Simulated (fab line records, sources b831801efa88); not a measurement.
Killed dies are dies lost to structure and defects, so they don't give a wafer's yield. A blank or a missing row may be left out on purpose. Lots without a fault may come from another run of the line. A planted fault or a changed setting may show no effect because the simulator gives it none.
fab line records | flow sky130
record lots=6 wafers=18 last_day=51
route steps=708 shown VT_ADJUST_LVTN@116 VT_ADJUST_NCORE@119 VT_ADJUST_HVTR@131 PAD_OPEN@708
lots that met no fault: from a run of the same line without faults
start_h: hours from the record's first day to the start of the lot's first wafer shown | wait_h: hours since the lot's step before | " the same as in the row above | L1.1+2: a row that stands for several wafers | - no value, or no start given | * or withheld: withheld | < > ~ a bound
route shown NAME@n: a module of which the file shows steps, and the number in the route of the first | usual: mean/standard deviation of fault-free wafers | same: alike in all rows | chamber/n: place in a boat | sites: the reading at each site | _std_site: their standard deviation | _edge_site: outer sites' mean less inner sites' | radius_mm: how far each site lies from the wafer's centre | mask NAME#n: copy n | behind: the tool/chamber that last shaped the wafer | hold: why the lot was held/for how many hours/how that ended | device: the transistor (n, p or np) that didn't switch | end of line: the same wafers' tests at the end of the route | a step without rows: its recipe alone | killed: dies lost to structure and defects at the first sort, not the wafer's yield | map: a wafer's dies, x killed, . not, _ none there
set.NAME: the setting as run; set.NAME@STEP: as run at that earlier step | model.NAME: the simulator's own value behind a step, which no gauge read
lots at some steps of the route; a table a step, a row a wafer
services: from which hour (start_h, from the record's first day; less than 0 if before it) a tool's chamber was out of use, for how many hours, and why
## steps
# step SKY_VT_ADJUST_LVTN_IMPLANT_19
# recipe species=B energy_kev=30 dose_cm2=6.5e+11 tilt_deg=withheld
# step SKY_VT_ADJUST_LVTN_STRIP_20
# recipe chemistry=O2/N2 power_w=1400 pressure_mtorr=1500 platen_temp_c=withheld o2_flow_sccm=3000 n2_flow_sccm=300 overash_fraction=0.5
# usual drypump_motor_current_A=5.2/0.32 oes_product_au=0.716/0.0047 strip_time_to_endpoint_s=14.17/0.046
# columns lot.wafer tool chamber start_h wait_h drypump_motor_current_A oes_product_au rf_hours_counter_h strip_time_to_endpoint_s
L473.1 plasma_asher-02 1 214.29 0.1 5.6 0.713 9 14.22
L473.2 " 0 " " 5.1 0.714 9 14.23
L473.6 " 0 " " 5.1 0.714 - 14.19
L475.1 plasma_asher-04 1 227.66 0.1 4.9 0.713 55 14.17
L475.5 " 1 " " 4.9 0.721 - 14.24
L475.6 " 0 " " 5.2 0.710 - 14.19
L484.3 plasma_asher-02 1 301.55 0.1 5.6 0.722 - 14.14
L484.4 " 0 " " 5.1 0.720 - 14.12
L484.5 " 1 " " 5.6 0.709 - 14.15
L485.4 plasma_asher-01 0 313.89 0.1 5.7 0.717 - 14.18
L485.5 " 0 " " 5.7 0.715 - 14.18
L485.6 " 1 " " 4.8 0.707 - 14.17
L487.1 plasma_asher-02 0 317.54 0.1 5.1 0.709 20 14.25
L487.2 " 1 " " 5.6 0.718 20 14.24
L487.3 " 0 " " 5.1 0.719 - 14.27
L488.3 plasma_asher-01 1 321.52 0.1 4.9 0.715 - 14.18
L488.4 " 0 " " 5.7 0.719 - 14.13
L488.6 " 0 " " 5.7 0.715 - 14.14
# step SKY_VT_ADJUST_LVTN_TW_MEAS_21
# usual VT_ADJUST_LVTN_2_TW=188.5/0.96
# columns lot.wafer tool chamber start_h wait_h VT_ADJUST_LVTN_2_TW
L473.1 film_metro-03 - 214.39 0.1 189.9
L473.2 " - " " 190.5
L473.6 " - " " 188.5
L475.1 film_metro-03 - 227.76 0.1 188.6
L475.5 " - " " 189.3
L475.6 " - " " 189.7
L484.3 film_metro-03 - 301.64 0.1 188.5
L484.4 " - " " 189.1
L484.5 " - " " 187.8
L485.4 film_metro-01 - 313.99 0.1 187.5
L485.5 " - " " 187.7
L485.6 " - " " 186.6
L487.1 film_metro-04 - 317.64 0.1 189.4
L487.2 " - " " 189.1
L487.3 " - " " 188.1
L488.3 film_metro-01 - 321.61 0.1 187.3
L488.4 " - " " 187.2
L488.6 " - " " 186.5
# step SKY_VT_ADJUST_NCORE_DEHYDRATE_00
# recipe temp_c=200 time_s=60
# step SKY_VT_ADJUST_NCORE_HMDS_01
# recipe prime_time_s=60 prime_temp_c=120
# step SKY_VT_ADJUST_NCORE_COAT_02
# recipe resist=NOVOLAK spin_rpm=3000 resist_thk_nm=1140
# step SKY_VT_ADJUST_NCORE_SOFTBAKE_03
# recipe temp_c=90 time_s=60 resist=NOVOLAK
# step SKY_VT_ADJUST_NCORE_EXPOSE_04
# recipe mask_id=LVTN_COMPLEMENT_THIN na=0.6 source_shape=conventional sigma_outer=0.6 polarization=unpolarized target_cd_nm=380 dose_mj=139
# step SKY_VT_ADJUST_NCORE_PEB_05
# recipe temp_c=withheld time_s=* resist=NOVOLAK
# step SKY_VT_ADJUST_NCORE_DEVELOP_06
# recipe resist=NOVOLAK developer=TMAH develop_time_s=60 dev_temp_c=23
# step SKY_VT_ADJUST_NCORE_CD_MEAS_07
# recipe target_cd_nm=380
# usual cd_nm=380.4/2.3
# columns lot.wafer tool chamber start_h wait_h cd_nm
L473.1 cd_sem-01 - 237.25 0.1 383.1
L473.2 " - " " 382.5
L473.6 " - " " 383.5
L475.1 cd_sem-02 - 250.52 0.2 379.4
L475.5 " - " " 379.7
L475.6 " - " " 381.8
L484.3 cd_sem-01 - 327.93 0.1 381.8
L484.4 " - " " 382.0
L484.5 " - " " 380.7
L485.4 cd_sem-01 - 341.11 0.1 381.2
L485.5 " - " " 380.1
L485.6 " - " " 381.1
L487.1 cd_sem-02 - 343.65 0.1 379.4
L487.2 " - " " 378.4
L487.3 " - " " 380.8
L488.3 cd_sem-01 - 349.02 0.1 379.6
L488.4 " - " " 377.8
L488.6 " - " " 380.7
# step SKY_VT_ADJUST_NCORE_OVL_MEAS_08
# usual VT_ADJUST_NCORE_OVL=-0.6/1.3
# columns lot.wafer tool chamber start_h wait_h VT_ADJUST_NCORE_OVL[nm]
L473.1 overlay-02 - 237.37 0.1 -0.7
L473.2 " - " " -1.3
L473.6 " - " " -2.4
L475.1 overlay-01 - 250.64 0.1 -0.4
L475.5 " - " " 0.4
L475.6 " - " " 1.0
L484.3 overlay-02 - 328.02 0.1 -1.0
L484.4 " - " " -0.2
L484.5 " - " " -0.4
L485.4 overlay-01 - 341.19 0.1 0.4
L485.5 " - " " -0.3
L485.6 " - " " -0.9
L487.1 overlay-02 - 343.77 0.1 -1.5
L487.2 " - " " 0.1
L487.3 " - " " 1.0
L488.3 overlay-02 - 349.11 0.1 -1.3
L488.4 " - " " -2.5
L488.6 " - " " -2.4
# step SKY_VT_ADJUST_NCORE_IMPLANT_09
# recipe species=B energy_kev=10 dose_cm2=2.4e+12 tilt_deg=withheld
# usual beam_energy_keV=10.000/0.0028
# same implant_ion_amu=11
# columns lot.wafer tool chamber start_h wait_h beam_energy_keV model.implant.rp_nm model.implant.drp_nm
L473.1 implanter-04 0 237.41 0.0 10.0000 33.3 17.11
L473.2 " 0 " " 10.006 33.3 17.11
L473.6 " 0 " " 9.9989 33.3 17.11
L475.1 implanter-03 0 250.68 0.0 9.9980 32.62 17.11
L475.5 " 0 " " 10.000 32.62 17.11
L475.6 " 0 " " 9.9993 32.62 17.11
L484.3 implanter-03 0 328.09 0.1 7.6430 26.26 14.18
L484.4 " 0 " " 7.6436 26.26 14.18
L484.5 " 0 " " 7.6422 26.26 14.18
L485.4 implanter-03 0 341.28 0.1 7.6444 26.47 14.18
L485.5 " 0 " " 7.6450 26.47 14.18
L485.6 " 0 " " 7.6429 26.47 14.18
L487.1 implanter-04 0 343.81 0.0 9.9991 33.64 17.11
L487.2 " 0 " " 9.9993 33.64 17.11
L487.3 " 0 " " 10.005 33.64 17.11
L488.3 implanter-04 0 349.18 0.1 9.9996 32.94 17.11
L488.4 " 0 " " 9.9968 32.94 17.11
L488.6 " 0 " " 10.000 32.94 17.11
# step SKY_VT_ADJUST_NCORE_STRIP_10
# recipe chemistry=O2/N2 power_w=1400 pressure_mtorr=1500 platen_temp_c=withheld o2_flow_sccm=3000 n2_flow_sccm=300 overash_fraction=0.5
# usual drypump_motor_current_A=5.6/0.5 oes_product_au=0.716/0.0046 strip_time_to_endpoint_s=14.18/0.038
# columns lot.wafer tool chamber start_h wait_h drypump_motor_current_A oes_product_au rf_hours_counter_h strip_time_to_endpoint_s
L473.1 plasma_asher-02 1 237.56 0.1 5.6 0.714 12 14.14
L473.2 " 0 " " 5.1 0.715 12 14.14
L473.6 " 1 " " 5.6 0.712 - 14.16
L475.1 plasma_asher-02 0 250.83 0.1 5.1 0.725 13 14.18
L475.5 " 0 " " 5.1 0.705 - 14.14
L475.6 " 1 " " 5.6 0.718 - 14.16
L484.3 plasma_asher-02 0 328.22 0.1 5.1 0.715 - 14.22
L484.4 " 1 " " 5.6 0.717 - 14.17
L484.5 " 0 " " 5.1 0.717 - 14.18
L485.4 plasma_asher-02 0 341.39 0.1 5.1 0.709 - 14.21
L485.5 " 0 " " 5.1 0.713 - 14.18
L485.6 " 1 " " 5.6 0.709 - 14.22
L487.1 plasma_asher-01 1 343.96 0.1 4.8 0.714 54 14.18
L487.2 " 0 " " 5.7 0.710 54 14.19
L487.3 " 1 " " 4.9 0.715 - 14.17
L488.3 plasma_asher-01 1 349.32 0.1 4.8 0.725 - 14.26
L488.4 " 0 " " 5.7 0.715 - 14.21
L488.6 " 0 " " 5.7 0.724 - 14.19
# step SKY_VT_ADJUST_NCORE_TW_MEAS_11
# usual VT_ADJUST_NCORE_TW=218.8/1.5
# columns lot.wafer tool chamber start_h wait_h VT_ADJUST_NCORE_TW
L473.1 film_metro-02 - 237.66 0.1 218.1
L473.2 " - " " 216.5
L473.6 " - " " 216.5
L475.1 film_metro-01 - 250.93 0.1 217.6
L475.5 " - " " 217.8
L475.6 " - " " 218.3
L484.3 film_metro-01 - 328.31 0.1 205.7
L484.4 " - " " 206.4
L484.5 " - " " 205.3
L485.4 film_metro-01 - 341.49 0.1 204.1
L485.5 " - " " 204.1
L485.6 " - " " 205.0
L487.1 film_metro-03 - 344.06 0.1 220.8
L487.2 " - " " 220.4
L487.3 " - " " 220.2
L488.3 film_metro-03 - 349.40 0.1 220.4
L488.4 " - " " 222.5
L488.6 " - " " 219.8
# step SKY_VT_ADJUST_HVTR_DEHYDRATE_00
# recipe temp_c=200 time_s=60
# step SKY_PAD_OPEN_PROBE_99
# usual killed_at_M0_to_M3=44/7.4 killed_at_M4_up=3.1/1.8 killed_at_contacts=25/6 killed_at_front_end=15/4.4 killed_at_other=0.3/0.49 killed_dies=88/10 killed_open=48/7.4 killed_short=39/6.3
# same gross_dies=492 killed_at_back_side=0
# columns lot.wafer tool chamber start_h wait_h killed_at_M0_to_M3 killed_at_M4_up killed_at_contacts killed_at_front_end killed_at_other killed_dies killed_open killed_short model.etest.nfet_16v.r_on_ohm_um model.etest.res_pwell_under_gate.rs_ohm_sq model.etest.pfet_g5v0d10v5.off_log10_a_um model.etest.pfet_g5v0d10v5.vt_sat_v model.etest.pfet_16v.vt_v model.etest.pfet_g5v0d10v5.vt_v model.etest.pfet_g5v0d10v5.vt_long_v model.etest.nfet_g5v0d10v5.body_rise_v
L473.1 prober-01 - 1134.27 0.1 46 4 25 9 1 85 47 37 1.423e+04 2300 -12.42 -0.6168 -1.098 -0.8236 -0.9331 0.671
L473.2 prober-01 - 1134.32 0.1 49 4 22 14 1 90 45 45 1.43e+04 2303 -12.52 -0.6373 -1.105 -0.8439 -0.9416 0.6728
L473.6 prober-01 - 1134.52 0.2 38 3 37 13 0 91 62 29 1.411e+04 2296 -12.43 -0.629 -1.1 -0.8326 -0.9279 0.67
L475.1 prober-01 - 1144.26 0.1 52 3 24 15 0 94 49 45 1.388e+04 2307 -12.06 -0.588 -1.038 -0.7972 -0.8772 0.6534
L475.5 prober-01 - 1144.46 0.2 49 2 23 15 1 90 53 37 1.392e+04 2285 -11.93 -0.5726 -1.046 -0.781 -0.8844 0.662
L475.6 prober-01 - 1144.51 0.2 38 4 24 15 0 81 45 36 1.392e+04 2294 -12.02 -0.5793 -1.046 -0.7882 -0.8848 0.6556
L484.3 prober-02 - 1202.23 0.2 50 1 35 14 0 100 48 49 1.37e+04 2316 -13.22 -0.6911 -1.159 -0.865 -0.9846 0.6587
L484.4 prober-02 - 1202.28 0.2 34 2 22 11 1 70 40 30 1.377e+04 2309 -13.21 -0.7064 -1.161 -0.8744 -0.9853 0.6626
L484.5 prober-02 - 1202.33 0.2 50 4 34 16 1 105 55 47 1.372e+04 2325 -13.58 -0.7336 -1.177 -0.9046 -0.9977 0.6629
L485.4 prober-01 - 1207.27 0.2 31 1 25 18 0 75 40 35 1.378e+04 2289 -13.21 -0.7119 -1.155 -0.8924 -0.9705 0.628
L485.5 prober-01 - 1207.32 0.2 48 3 19 15 1 86 49 37 1.366e+04 2316 -13.29 -0.7142 -1.148 -0.8913 -0.9623 0.6314
L485.6 prober-01 - 1207.37 0.2 33 4 33 13 1 84 47 37 1.367e+04 2301 -13.19 -0.6887 -1.15 -0.866 -0.9674 0.6375
L488.3 prober-01 - 1209.30 0.2 46 4 20 14 1 85 47 36 1.43e+04 2282 -12.28 -0.6025 -1.079 -0.8034 -0.9123 0.6683
L488.4 prober-01 - 1209.35 0.2 55 5 21 26 0 107 51 55 1.434e+04 2291 -12.17 -0.5848 -1.069 -0.7886 -0.9043 0.6618
L488.6 prober-01 - 1209.45 0.2 35 1 25 16 1 78 44 33 1.449e+04 2274 -12.23 -0.6063 -1.078 -0.8087 -0.9141 0.6712
L487.1 prober-02 - 1213.25 0.1 36 2 26 17 1 82 41 41 1.41e+04 2284 -12.36 -0.6081 -1.083 -0.8159 -0.9112 0.6824
L487.2 prober-02 - 1213.30 0.1 41 4 24 8 2 79 41 38 1.396e+04 2259 -12.08 -0.5995 -1.073 -0.8093 -0.9079 0.6801
L487.3 prober-02 - 1213.35 0.2 31 2 15 20 0 68 35 33 1.404e+04 2287 -12.02 -0.5893 -1.072 -0.7986 -0.9129 0.678
# killed by level:class
L473.1 LI_CONTACT:geometric_particle:open=11 VIA1:geometric_particle:open=10 VIA2:geometric_particle:open=8 VIA2:geometric_particle:short=6 CONTACT:geometric_particle:short=5 FIELD_ISO:geometric_particle:open=4 LI_CONTACT:geometric_particle:short=4 CONTACT:geometric_particle:open=4
L473.2 METAL1:geometric_particle:short=8 LI_CONTACT:geometric_particle:open=8 VIA1:geometric_particle:open=7 CONTACT:geometric_particle:open=6 VIA3:geometric_particle:short=6 VIA2:geometric_particle:short=6 METAL2:geometric_particle:short=6 CONTACT:geometric_particle:short=5
L473.6 VIA3:geometric_particle:open=13 LI_CONTACT:geometric_particle:open=12 CONTACT:geometric_particle:open=11 VIA2:geometric_particle:open=9 VIA1:geometric_particle:open=8 CONTACT:geometric_particle:short=7 FIELD_ISO:geometric_particle:open=6 LI_CONTACT:geometric_particle:short=3
L475.1 VIA1:geometric_particle:open=13 CONTACT:geometric_particle:open=9 METAL2:geometric_particle:short=6 VIA2:geometric_particle:open=6 VIA1:geometric_particle:short=6 POLY_GATE:geometric_particle:short=5 LI_CONTACT:geometric_particle:open=5 LOCAL_INTERCONNECT:geometric_particle:short=5
L475.5 VIA2:geometric_particle:open=13 VIA1:geometric_particle:open=12 LI_CONTACT:geometric_particle:open=9 VIA1:geometric_particle:short=6 FIELD_ISO:geometric_particle:open=5 POLY_GATE:geometric_particle:short=5 CONTACT:geometric_particle:open=5 METAL2:geometric_particle:short=5
L475.6 LI_CONTACT:geometric_particle:open=8 CONTACT:geometric_particle:open=8 VIA3:geometric_particle:open=8 METAL1:geometric_particle:short=5 METAL2:geometric_particle:short=5 FIELD_ISO:geometric_particle:open=4 POLY_GATE:geometric_particle:short=4 METAL3:geometric_particle:short=4
L484.3 LI_CONTACT:geometric_particle:open=12 CONTACT:geometric_particle:open=11 CONTACT:geometric_particle:short=9 VIA1:geometric_particle:open=8 METAL1:geometric_particle:short=8 POLY_GATE:geometric_particle:short=7 METAL2:geometric_particle:short=7 VIA3:geometric_particle:open=6
L484.4 CONTACT:geometric_particle:short=6 VIA1:geometric_particle:open=6 VIA3:geometric_particle:open=6 CONTACT:geometric_particle:open=5 LOCAL_INTERCONNECT:geometric_particle:short=4 VIA2:geometric_particle:short=4 VIA2:geometric_particle:open=4 FIELD_ISO:geometric_particle:open=3
L484.5 CONTACT:geometric_particle:open=11 VIA1:geometric_particle:open=11 LI_CONTACT:geometric_particle:open=9 VIA3:geometric_particle:short=7 VIA2:geometric_particle:open=6 VIA2:geometric_particle:short=6 LOCAL_INTERCONNECT:geometric_particle:short=5 CONTACT:geometric_particle:short=5
L485.4 CONTACT:geometric_particle:open=10 FIELD_ISO:geometric_particle:open=8 CONTACT:geometric_particle:short=7 METAL3:geometric_particle:short=6 LI_CONTACT:geometric_particle:open=5 VIA1:geometric_particle:open=5 METAL1:geometric_particle:short=5 FIELD_ISO:geometric_particle:short=4
L485.5 VIA1:geometric_particle:open=10 METAL1:geometric_particle:short=7 VIA3:geometric_particle:open=7 POLY_GATE:geometric_particle:open=6 VIA2:geometric_particle:open=6 FIELD_ISO:geometric_particle:open=5 VIA2:geometric_particle:short=5 CONTACT:geometric_particle:short=5
L485.6 CONTACT:geometric_particle:open=14 LI_CONTACT:geometric_particle:open=8 METAL2:geometric_particle:short=7 VIA1:geometric_particle:short=6 VIA1:geometric_particle:open=6 VIA2:geometric_particle:open=4 METAL4:geometric_particle:short=4 FIELD_ISO:geometric_particle:open=3
L488.3 VIA1:geometric_particle:open=10 VIA2:geometric_particle:open=9 LI_CONTACT:geometric_particle:open=8 CONTACT:geometric_particle:open=7 METAL1:geometric_particle:short=6 VIA1:geometric_particle:short=5 METAL2:geometric_particle:short=5 FIELD_ISO:geometric_particle:short=4
L488.4 METAL1:geometric_particle:short=11 VIA1:geometric_particle:open=11 POLY_GATE:geometric_particle:short=9 VIA2:geometric_particle:open=8 VIA3:geometric_particle:open=7 FIELD_ISO:geometric_particle:open=6 METAL2:geometric_particle:short=6 LI_CONTACT:geometric_particle:open=5
L488.6 CONTACT:geometric_particle:open=8 VIA2:geometric_particle:open=8 LI_CONTACT:geometric_particle:open=6 CONTACT:geometric_particle:short=6 VIA1:geometric_particle:open=6 VIA3:geometric_particle:open=5 FIELD_ISO:geometric_particle:short=4 POLY_GATE:geometric_particle:open=4
L487.1 LI_CONTACT:geometric_particle:open=8 VIA2:geometric_particle:open=8 CONTACT:geometric_particle:open=7 VIA1:geometric_particle:open=7 METAL2:geometric_particle:short=6 FIELD_ISO:geometric_particle:short=5 POLY_GATE:geometric_particle:short=5 FIELD_ISO:geometric_particle:open=4
L487.2 CONTACT:geometric_particle:open=8 VIA1:geometric_particle:open=8 LI_CONTACT:geometric_particle:open=6 CONTACT:geometric_particle:short=6 VIA2:geometric_particle:open=6 METAL2:geometric_particle:short=6 VIA1:geometric_particle:short=5 VIA3:geometric_particle:open=5
L487.3 METAL2:geometric_particle:short=7 FIELD_ISO:geometric_particle:open=6 VIA2:geometric_particle:open=6 LI_CONTACT:geometric_particle:open=5 CONTACT:geometric_particle:open=5 POLY_GATE:geometric_particle:short=4 VIA1:geometric_particle:open=4 FIELD_ISO:geometric_particle:short=3
## services
# columns tool chamber start_h hours kind
implanter-04 - 208.75 2.8 repair
implanter-04 - 215.03 2.5 repair
implanter-04 - 228.86 5.2 repair
plasma_asher-04 - 231.91 2.8 repair
implanter-04 - 233.69 3.2 repair
plasma_asher-04 - 255.43 2.8 repair
implanter-03 - 257.49 1.1 repair
implanter-03 - 260.82 3.6 repair
plasma_asher-04 - 311.42 5.7 repair
plasma_asher-02 - 318.74 1.2 repair
implanter-03 - 330.43 5.0 pm
plasma_asher-01 - 340.67 2.8 pm
implanter-03 - 349.19 4.9 pm
## key
first_sign step=SKY_VT_ADJUST_NCORE_IMPLANT_09 reading=beam_energy_keV direction=down sigmas=99+ usual=* struck=*
effect step=SKY_VT_ADJUST_NCORE_TW_MEAS_11 reading=VT_ADJUST_NCORE_TW direction=down sigmas=9 usual=218.8 struck=205.1
model_effect step=SKY_VT_ADJUST_NCORE_IMPLANT_09 value=implant.rp_nm without=32.86 struck=26.36
model_effect step=SKY_PAD_OPEN_PROBE_99 value=etest.nfet_16v.r_on_ohm_um without=1.41e+04 struck=1.372e+04
met_at SKY_VT_ADJUST_NCORE_IMPLANT_09
struck_wafers L484.3,L484.4,L484.5,L485.4,L485.5,L485.6
tester_left_out L484,L485
onset_between 250.68 328.09
fault kind=process_parameter_drift tool=implanter-03 chamber=- onset_h=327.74 steps=SKY_VT_ADJUST_NCORE_IMPLANT_09 channel=energy_kev offset=* shape=step end_h=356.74 acts_in=* stated=*
# tester_left_out: of these lots the tester's yield and bins aren't shown, on N5 and GAA mostly nor the transistor test; their killed dies are dies lost to structure and defects alone, not to doping, threshold or leakage, so they don't give the yield
